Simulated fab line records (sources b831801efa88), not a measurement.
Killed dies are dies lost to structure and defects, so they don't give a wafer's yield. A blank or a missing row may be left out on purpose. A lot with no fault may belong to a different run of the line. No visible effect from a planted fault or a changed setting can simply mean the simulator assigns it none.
What tool caused it? || flow sky130 || 36 wafers from 12 lots sampled at 5 of the route's 708 steps

WHAT THE GAUGES SHOWED, per wafer
SKY_LDD_HVP_OVL_MEAS_07. Usual: LDD_HVP_OVL gives 0.0 nm (standard deviation 1.2).
{"lot": "L850", "measured": "day 22 10:46", "on": "overlay-02", "LDD_HVP_OVL (nm)": "-0.5 -0.2 0.9", "flag": ""}
{"lot": "L851", "measured": "day 23 09:57", "on": "overlay-01", "LDD_HVP_OVL (nm)": "-2.0 -1.1 -1.8", "flag": ""}
{"lot": "L853", "measured": "day 23 11:37", "on": "overlay-01", "LDD_HVP_OVL (nm)": "0.5 1.2 0.0", "flag": ""}
{"lot": "L854", "measured": "day 24 04:54", "on": "overlay-02", "LDD_HVP_OVL (nm)": "0.6 0.4 -0.7", "flag": ""}
{"lot": "L856", "measured": "day 24 05:49", "on": "overlay-02", "LDD_HVP_OVL (nm)": "-0.3 -1.1 0.7", "flag": ""}
{"lot": "L860", "measured": "day 25 17:31", "on": "overlay-01", "LDD_HVP_OVL (nm)": "0.6 0.8 -0.1", "flag": ""}
{"lot": "L862", "measured": "day 26 04:34", "on": "overlay-01", "LDD_HVP_OVL (nm)": "0.5 1.2 0.9", "flag": ""}
{"lot": "L863", "measured": "day 26 22:50", "on": "overlay-02", "LDD_HVP_OVL (nm)": "0.3 1.1 2.8", "flag": ""}
{"lot": "L867", "measured": "day 27 22:01", "on": "overlay-02", "LDD_HVP_OVL (nm)": "-0.2 -0.3 0.3", "flag": ""}
{"lot": "L869", "measured": "day 28 15:07", "on": "overlay-02", "LDD_HVP_OVL (nm)": "1.5 0.5 -0.2", "flag": ""}
{"lot": "L872", "measured": "day 29 02:49", "on": "overlay-01", "LDD_HVP_OVL (nm)": "1.6 0.4 1.3", "flag": ""}
{"lot": "L873", "measured": "day 29 08:19", "on": "overlay-02", "LDD_HVP_OVL (nm)": "-1.7 -2.0 -2.2", "flag": ""}

SKY_SD_N_CD_MEAS_07: target cd 380 nm. Usual: cd-nm 381 nm, standard deviation 3.1.
{"lot": "L850", "measured": "day 28 16:04", "on": "cd-sem-01", "cd-nm (nm)": "377 376 378", "flag": ""}
{"lot": "L851", "measured": "day 29 14:20", "on": "cd-sem-01", "cd-nm (nm)": "385 385 383", "flag": ""}
{"lot": "L853", "measured": "day 29 16:10", "on": "cd-sem-02", "cd-nm (nm)": "380 379 375", "flag": ""}
{"lot": "L854", "measured": "day 30 09:02", "on": "cd-sem-02", "cd-nm (nm)": "383 384 381", "flag": ""}
{"lot": "L856", "measured": "day 30 08:19", "on": "cd-sem-01", "cd-nm (nm)": "382 384 386", "flag": ""}
{"lot": "L860", "measured": "day 31 18:52", "on": "cd-sem-01", "cd-nm (nm)": "378 379 380", "flag": ""}
{"lot": "L862", "measured": "day 32 04:18", "on": "cd-sem-02", "cd-nm (nm)": "387 387 386", "flag": ""}
{"lot": "L863", "measured": "day 32 20:58", "on": "cd-sem-02", "cd-nm (nm)": "385 380 383", "flag": ""}
{"lot": "L867", "measured": "day 33 17:58", "on": "cd-sem-02", "cd-nm (nm)": "377 379 379", "flag": ""}
{"lot": "L869", "measured": "day 34 09:47", "on": "cd-sem-02", "cd-nm (nm)": "381 381 383", "flag": ""}
{"lot": "L872", "measured": "day 34 19:58", "on": "cd-sem-02", "cd-nm (nm)": "379 379 376", "flag": ""}
{"lot": "L873", "measured": "day 35 03:23", "on": "cd-sem-01", "cd-nm (nm)": "379 380 379", "flag": ""}

SKY_SD_N_RS_MEAS_16: measurement is done with a four-point probe. Usual: SD_N_RS gives 68.57 ohm/sq (standard deviation 0.12).
{"lot": "L850", "measured": "day 28 16:54", "on": "film-metro-01", "SD_N_RS (ohm/sq)": "68.57 68.72 68.70", "flag": ""}
{"lot": "L851", "measured": "day 29 15:11", "on": "film-metro-01", "SD_N_RS (ohm/sq)": "68.68 68.61 68.50", "flag": ""}
{"lot": "L853", "measured": "day 29 17:01", "on": "film-metro-03", "SD_N_RS (ohm/sq)": "68.69 68.59 68.76", "flag": ""}
{"lot": "L854", "measured": "day 30 09:53", "on": "film-metro-02", "SD_N_RS (ohm/sq)": "68.60 68.57 68.64", "flag": ""}
{"lot": "L856", "measured": "day 30 09:09", "on": "film-metro-03", "SD_N_RS (ohm/sq)": "68.69 68.55 68.62", "flag": ""}
{"lot": "L860", "measured": "day 31 19:42", "on": "film-metro-03", "SD_N_RS (ohm/sq)": "70.70 70.77 70.59", "flag": "OFF"}
{"lot": "L862", "measured": "day 32 05:08", "on": "film-metro-02", "SD_N_RS (ohm/sq)": "70.71 70.46 70.59", "flag": "OFF"}
{"lot": "L863", "measured": "day 32 21:49", "on": "film-metro-02", "SD_N_RS (ohm/sq)": "68.60 68.68 68.41", "flag": ""}
{"lot": "L867", "measured": "day 33 18:49", "on": "film-metro-02", "SD_N_RS (ohm/sq)": "68.66 68.59 68.61", "flag": ""}
{"lot": "L869", "measured": "day 34 10:38", "on": "film-metro-02", "SD_N_RS (ohm/sq)": "68.58 68.36 68.58", "flag": ""}
{"lot": "L872", "measured": "day 34 20:49", "on": "film-metro-02", "SD_N_RS (ohm/sq)": "68.29 68.37 68.30", "flag": ""}
{"lot": "L873", "measured": "day 35 04:13", "on": "film-metro-03", "SD_N_RS (ohm/sq)": "68.53 68.54 68.48", "flag": ""}

SKY_SD_N_RS_MEAS_17: measurement is done with a four-point probe. Usual: SD_P_RS gives 147.2 ohm/sq (standard deviation 0.42).
{"lot": "L850", "measured": "day 28 17:01", "on": "film-metro-01", "SD_P_RS (ohm/sq)": "147.1 147.6 147.3", "flag": ""}
{"lot": "L851", "measured": "day 29 15:18", "on": "film-metro-01", "SD_P_RS (ohm/sq)": "147.1 146.9 147.1", "flag": ""}
{"lot": "L853", "measured": "day 29 17:08", "on": "film-metro-03", "SD_P_RS (ohm/sq)": "147.2 147.5 147.2", "flag": ""}
{"lot": "L854", "measured": "day 30 10:00", "on": "film-metro-02", "SD_P_RS (ohm/sq)": "147.3 147.0 147.3", "flag": ""}
{"lot": "L856", "measured": "day 30 09:16", "on": "film-metro-03", "SD_P_RS (ohm/sq)": "147.9 147.6 147.6", "flag": ""}
{"lot": "L860", "measured": "day 31 19:49", "on": "film-metro-03", "SD_P_RS (ohm/sq)": "158.2 158.5 158.2", "flag": "OFF"}
{"lot": "L862", "measured": "day 32 05:16", "on": "film-metro-02", "SD_P_RS (ohm/sq)": "158.4 158.4 158.4", "flag": "OFF"}
{"lot": "L863", "measured": "day 32 21:56", "on": "film-metro-02", "SD_P_RS (ohm/sq)": "147.5 147.6 147.2", "flag": ""}
{"lot": "L867", "measured": "day 33 18:56", "on": "film-metro-02", "SD_P_RS (ohm/sq)": "147.1 146.7 146.6", "flag": ""}
{"lot": "L869", "measured": "day 34 10:45", "on": "film-metro-02", "SD_P_RS (ohm/sq)": "147.0 147.2 147.3", "flag": ""}
{"lot": "L872", "measured": "day 34 20:56", "on": "film-metro-02", "SD_P_RS (ohm/sq)": "146.2 146.5 146.5", "flag": ""}
{"lot": "L873", "measured": "day 35 04:20", "on": "film-metro-03", "SD_P_RS (ohm/sq)": "146.9 146.8 147.3", "flag": ""}

WHAT TOOL EACH LOT RAN ON (gives the tool, then ch and the chambers of the sampled wafers, and finally the start)
{"lot": "L850", "SKY_SD_N_RTA_14": "rtp-anneal-02 ch 0, day 28 16:44"}
{"lot": "L851", "SKY_SD_N_RTA_14": "rtp-anneal-01 ch 0, day 29 14:59"}
{"lot": "L853", "SKY_SD_N_RTA_14": "rtp-anneal-02 ch 0, day 29 16:50"}
{"lot": "L854", "SKY_SD_N_RTA_14": "rtp-anneal-02 ch 0, day 30 09:41"}
{"lot": "L856", "SKY_SD_N_RTA_14": "rtp-anneal-01 ch 0, day 30 08:58"}
{"lot": "L860", "SKY_SD_N_RTA_14": "rtp-anneal-02 ch 0, day 31 19:32"}
{"lot": "L862", "SKY_SD_N_RTA_14": "rtp-anneal-02 ch 0, day 32 04:57"}
{"lot": "L863", "SKY_SD_N_RTA_14": "rtp-anneal-01 ch 0, day 32 21:36"}
{"lot": "L867", "SKY_SD_N_RTA_14": "rtp-anneal-01 ch 0, day 33 18:38"}
{"lot": "L869", "SKY_SD_N_RTA_14": "rtp-anneal-01 ch 0, day 34 10:27"}
{"lot": "L872", "SKY_SD_N_RTA_14": "rtp-anneal-01 ch 0, day 34 20:37"}
{"lot": "L873", "SKY_SD_N_RTA_14": "rtp-anneal-01 ch 0, day 35 04:02"}
- SKY_SD_N_RTA_14: time 2 s.

AS READ BY THE TOOLS THEMSELVES (means over the sampled wafers that have a number; for cases with no such wafer, the mark the record gives instead)
SKY_SD_N_RTA_14. Usual: lamp-power-pct 15.74 %, standard deviation 0.051; wafer_temp_C_max 1078.1, standard deviation 1.2.
{"lot": "L850", "tool": "rtp-anneal-02", "lamp-power-pct (%)": 15.74, "wafer_temp_C_max": 1078.3, "flag": ""}
{"lot": "L851", "tool": "rtp-anneal-01", "lamp-power-pct (%)": 15.78, "wafer_temp_C_max": 1078.8, "flag": ""}
{"lot": "L853", "tool": "rtp-anneal-02", "lamp-power-pct (%)": 15.78, "wafer_temp_C_max": 1078.8, "flag": ""}
{"lot": "L854", "tool": "rtp-anneal-02", "lamp-power-pct (%)": 15.73, "wafer_temp_C_max": 1079.0, "flag": ""}
{"lot": "L856", "tool": "rtp-anneal-01", "lamp-power-pct (%)": 15.77, "wafer_temp_C_max": 1078.4, "flag": ""}
{"lot": "L860", "tool": "rtp-anneal-02", "lamp-power-pct (%)": 15.34, "wafer_temp_C_max": 1077.9, "flag": "OFF"}
{"lot": "L862", "tool": "rtp-anneal-02", "lamp-power-pct (%)": 15.27, "wafer_temp_C_max": 1077.8, "flag": "OFF"}
{"lot": "L863", "tool": "rtp-anneal-01", "lamp-power-pct (%)": 15.70, "wafer_temp_C_max": 1077.9, "flag": ""}
{"lot": "L867", "tool": "rtp-anneal-01", "lamp-power-pct (%)": 15.76, "wafer_temp_C_max": 1079.3, "flag": ""}
{"lot": "L869", "tool": "rtp-anneal-01", "lamp-power-pct (%)": 15.68, "wafer_temp_C_max": 1077.5, "flag": ""}
{"lot": "L872", "tool": "rtp-anneal-01", "lamp-power-pct (%)": 15.79, "wafer_temp_C_max": 1077.1, "flag": ""}
{"lot": "L873", "tool": "rtp-anneal-01", "lamp-power-pct (%)": 15.79, "wafer_temp_C_max": 1078.1, "flag": ""}

THE ANSWER, worked out from the rows above alone
Rule: take the mean of a lot's wafers that have a number; if it is more than 3 standard deviations from the usual mean, the lot is off. Also off: a lot with no number at a reading for which 4 or more lots have one. All remaining lots with rows at the step are treated as sound. Order of review: gauges by route order, followed by the tools' own readings, for which a lot's mean as printed above is used. At the first step where some lot is off, the reading lying furthest off is the one used; lots without a number count as furthest.
Off: at SKY_SD_N_RS_MEAS_16 (SD_N_RS), L860, L862.
If a tool, at a process step before that reading, ran all the lots that are off and no sound lot after the first of them, it fits. The gauges at SKY_SD_N_RS_MEAS_16 aren't tried: what is off there is off at SKY_SD_N_RTA_14 too, on other tools, and a gauge's error can't cause that. One candidate fits, namely rtp-anneal-02 at SKY_SD_N_RTA_14. A fault onset in the window from L854 (day 30 09:41, its last sound lot) to L860 (day 31 19:32, its first lot off) fits.
On the lots that are off, the tool's own readings at SKY_SD_N_RTA_14 differ by more than 5 times the standard deviation of the sound lots' means, which bears it out; lamp-power-pct reads 15.30 % there versus 15.75 % on the sound lots.

WHAT HAD BEEN PUT IN BY THE SIMULATOR
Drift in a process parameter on rtp-anneal-02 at SKY_SD_N_RTA_14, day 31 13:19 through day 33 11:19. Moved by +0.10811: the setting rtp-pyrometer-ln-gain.
Shown lots that were struck: L860, L862. The rule above found the same.
